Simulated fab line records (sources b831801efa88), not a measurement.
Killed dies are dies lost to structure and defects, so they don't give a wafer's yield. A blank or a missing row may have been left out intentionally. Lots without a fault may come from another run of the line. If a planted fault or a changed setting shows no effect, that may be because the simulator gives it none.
One fault through the eyes of 2 desks ; flow gf180mcu ; what lay behind the numbers comes last; until then each desk has only its own

THE TOOL OWNER'S DESK: plasma-asher-01
The tool's own readings at GF_M3_STRIP_17 (strips in O2/N2): means of the sampled wafers that have a number, for each lot that ran on this tool. The brackets show how far a lot's mean lies from the usual mean; more than 4 standard deviations puts the lot out of limits, marked OUT.
Columns: A = chamber-pressure-mTorr at GF_M3_STRIP_17, usual 1500.1 mTorr; B = drypump-motor-current-A at GF_M3_STRIP_17, usual 6.41 A; C = heater-power-w at GF_M3_STRIP_17, usual 355 W; D = oes-product-au at GF_M3_STRIP_17, usual 0.537 a.u.; E = strip-time-to-endpoint-s at GF_M3_STRIP_17, usual 7.40 s
lot;first seen here;A;B;C;D;E
L704;day 24 00:04;1498.8;6.55;358;0.540;7.42
L709;day 25 14:21;1499.2;6.55;362;0.537;7.40
L718;day 28 10:37;1499.8;6.55;367;0.543;7.48
L720;day 28 18:28;1499.8;6.55;364;0.539;7.43
This desk's finding: nothing out of limits on any of the 4 lots.

THE METROLOGY DESK
Lot by lot, what the gauges showed, no matter which tool ran the lot: averages of those sampled wafers that carry a number. The brackets show how far a lot's mean lies from the usual mean; more than 4 standard deviations puts the lot out of limits, marked OUT.
Columns: A = V2_BOW at GF_V2_BOW_MEAS_05, usual 100 um; B = cd-nm at GF_V2_CD_MEAS_14, usual 260.2 nm; C = V3_OVL at GF_V3_OVL_MEAS_15, usual -2 nm
lot;first seen here;A;B;C
L697;day 19 04:03;92;261.5;-2
L698;day 19 08:54;92;261.9;1
L701;day 20 23:59;91;260.4;-5
L702;day 21 07:08;98;258.6;1
L704;day 22 00:26;100;259.7;6
L703;day 22 02:52;96;259.5;1
L706;day 22 17:45;98;258.0;-8
L707;day 23 06:08;105;261.1;-5
L709;day 23 16:40;104;260.0;-5
L716;day 25 20:02;94;260.3;-1
L718;day 26 16:02;110;261.2;1
L719;day 26 21:58;104;259.9;4
L720;day 27 01:10;100;259.7;1
This desk's finding: nothing out of limits on any of the 13 lots.

ALL TOGETHER
The desk of the tool owner found nothing out of limits.
Metrology desk: nothing out of limits seen.

WHAT THE SIMULATOR PUT IN
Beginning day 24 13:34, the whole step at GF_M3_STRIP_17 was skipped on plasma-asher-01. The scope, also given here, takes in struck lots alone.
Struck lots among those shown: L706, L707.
